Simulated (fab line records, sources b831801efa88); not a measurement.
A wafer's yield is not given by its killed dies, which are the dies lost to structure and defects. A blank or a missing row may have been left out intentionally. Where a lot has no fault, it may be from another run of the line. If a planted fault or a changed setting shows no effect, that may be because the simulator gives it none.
A struck lot beside a sound one || flow sky130 || 15 out of 708 route steps
Sound: wafers L600.1, L600.5, L600.6. Struck: wafer L596.1 (left out: L596.3, a lot-mate that was not struck); the cause follows at the end.
For every step that has rows: the tool of each side, followed by ch and its chambers, followed by its first start. Under that, the readings that differ: sound wafers || struck wafers || difference of the means || sigmas: that difference in standard deviations of wafers without a fault.
alike: a reading whose means differ by less than 2 such deviations, as well as words and numbers matching on both sides. not compared: withheld readings; readings where some wafer has no value; bounds like >300 that might hide an equal value; numbers whose values overlap and for which the record gives no deviation.
The two part at a step that has a row with sigmas, a row that says differs or no value, or rows on one side only. Numbers that don't overlap but have no deviation are shown without sigmas and don't part them. A reading missing from all wafers of one side parts the sides only when that side holds two or more wafers.

SKY_VIA1_BOW_MEAS_03:
  sound on film_metro-02 at day 39 07:05; struck on film_metro-03 at day 37 17:31
  alike: VIA1_BOW
then, 8 steps without rows for these wafers: SKY_VIA1_DEHYDRATE_04 (time 60 s); SKY_VIA1_HMDS_05 (prime time 60 s); SKY_VIA1_COAT_06 (resist thk 60 nm); SKY_VIA1_COAT_07 (resist thk 450 nm); SKY_VIA1_SOFTBAKE_08 (time 90 s); SKY_VIA1_EXPOSE_09 (exposes mask VIM, target cd 150 nm); SKY_VIA1_PEB_10; SKY_VIA1_DEVELOP_11 (develop time 60 s).
SKY_VIA1_CD_MEAS_12: target cd 150 nm.
  sound on cd_sem-01 at day 40 08:05; struck on cd_sem-01 at day 38 19:15
  alike: cd_nm
SKY_VIA1_OVL_MEAS_13:
  sound on overlay-02 at day 40 08:12; struck on overlay-01 at day 38 19:22
  alike: VIA1_OVL
SKY_VIA1_ETCH_14: etches BARC in N2/H2, stops on SiO2, time 45.9 s, target depth 60 nm.
  sound on rie_diel-02 ch 1,2, day 40 08:14; struck on rie_diel-04 ch 0, day 38 19:25
{"reading": "run_length_s (s)", "sound": "75.0 74.5 74.9", "struck": 73.8, "difference": -1.0, "sigmas": -2}
  alike: drypump_motor_current_A, oes_product_au, throttle_valve_pct
  not compared: rf_hours_counter_h
SKY_VIA1_ETCH_15: etches SiO2 in C4F8/O2/Ar, stops on TiN, target depth 351 nm, time 54 s.
  sound on rie_diel-02 ch 1,2, day 40 08:17; struck on rie_diel-04 ch 0, day 38 19:27
{"reading": "oes_product_au (a.u.)", "sound": "0.991 0.993 0.985", "struck": 0.950, "difference": -0.040, "sigmas": -7}
{"reading": "run_length_s (s)", "sound": "83.1 82.4 83.3", "struck": 85.9, "difference": "+3.0", "sigmas": "+7"}
{"reading": "model.KrF-thick_of_VIA1_COAT_07.thk_nm (nm)", "sound": "320.2 320.4 319.7", "struck": 316, "difference": -4, "sigmas": ""}
{"reading": "model.TiN_of_METAL1_SPUTTER_04.thk_nm (nm)", "sound": "69.36 70.52 69.67", "struck": 68.87, "difference": -0.98, "sigmas": ""}
  not compared: rf_hours_counter_h
SKY_VIA1_STRIP_16: strips in O2/N2.
  sound on plasma_asher-03 ch 0,1, day 40 08:20; struck on plasma_asher-01 ch 1, day 38 19:30
  alike: drypump_motor_current_A, oes_product_au, strip_time_to_endpoint_s
  not compared: rf_hours_counter_h
-- the record jumps here: 11 days lie between the struck wafers' starts before and after (it left off in module VIA1 and takes up again in module PAD_OPEN, whose first step shown is number 708 of the route) --
SKY_PAD_OPEN_PROBE_99:
  rows exist in the record for the struck wafers here (prober-01, day 49 23:05), but not for the sound ones

== WHERE THEY PART ==
At SKY_VIA1_ETCH_14 first; at SKY_PAD_OPEN_PROBE_99 last (within this record only).

WHY: what the simulator had put in
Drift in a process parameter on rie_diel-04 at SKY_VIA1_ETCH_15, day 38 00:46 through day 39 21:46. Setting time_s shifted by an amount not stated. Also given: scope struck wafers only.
